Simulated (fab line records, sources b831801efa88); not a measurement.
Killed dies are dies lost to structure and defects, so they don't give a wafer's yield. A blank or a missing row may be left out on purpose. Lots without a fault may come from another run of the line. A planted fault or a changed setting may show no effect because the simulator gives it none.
Chamber matching | flow sky130 | SKY_VIA3_CMP_24 on cmp-02: 4 sister chambers
The step polishes, stops on SiO2, t overpolish 20 s, target thk 0 nm. 7 wafers are shown with their chamber, then 9 later ones without.

WAFERS WITH THEIR CHAMBER
wafer  | chamber | time_to_endpoint_s (s) | motor_current_A (A)
L214.6 | 0       | 94                     | 11.4
L218.2 | 3       | 98                     | 11.2
L218.5 | 0       | 98                     | 11.4
L218.6 | 1       | 100                    | 12.0
L221.1 | 3       | 93                     | 11.1
L221.2 | 2       | 97                     | 12.1
L221.5 | 2       | 95                     | 11.7

WAFERS WITHOUT THEIR CHAMBER
wafer  | time_to_endpoint_s (s) | motor_current_A (A)
L222.1 | 92                     | 11.5
L222.3 | 92                     | 11.9
L222.5 | 93                     | 12.4
L224.1 | 86                     | 11.3
L224.2 | 91                     | 11.9
L224.3 | 93                     | 13.1
L231.2 | 93                     | 13.3
L231.3 | 94                     | 11.1
L231.5 | 90                     | 11.7

WHICH CHAMBER EACH WENT THROUGH
wafer  | from the rows above               | in truth
L222.1 | can't be placed: 0 or 3 or 2      | 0
L222.3 | can't be placed: 2 or 1 or 0      | 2
L222.5 | can't be placed: 2 or 1           | 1
L224.1 | can't be placed: 3 or 0 or 2      | 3
L224.2 | can't be placed: 2 or 1 or 0      | 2
L224.3 | can't be placed: 1 or 2           | 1
L231.2 | can't be placed: 1 or 2           | 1
L231.3 | can't be placed: 3 or 0           | 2
L231.5 | can't be placed: 2 or 0 or 3 or 1 | 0
Placed correctly: 0 of 9. Can't be placed from these rows: 9 (the true chamber is among the candidates in 8). Placed wrongly: 0.
How it was worked out, from the rows above alone: a wafer's distance from a chamber is the root of the sum, over the readings, of the square of ((its reading less the chamber's mean) divided by the reading's scatter). The wafer belongs to the nearest chamber; if the next one is less than 2 further off, it can't be placed. A chamber's mean is the mean of its shown wafers. The scatter: the root of (the sum of the squares of (reading less its chamber's mean) over the shown wafers, divided by (wafers less chambers)).
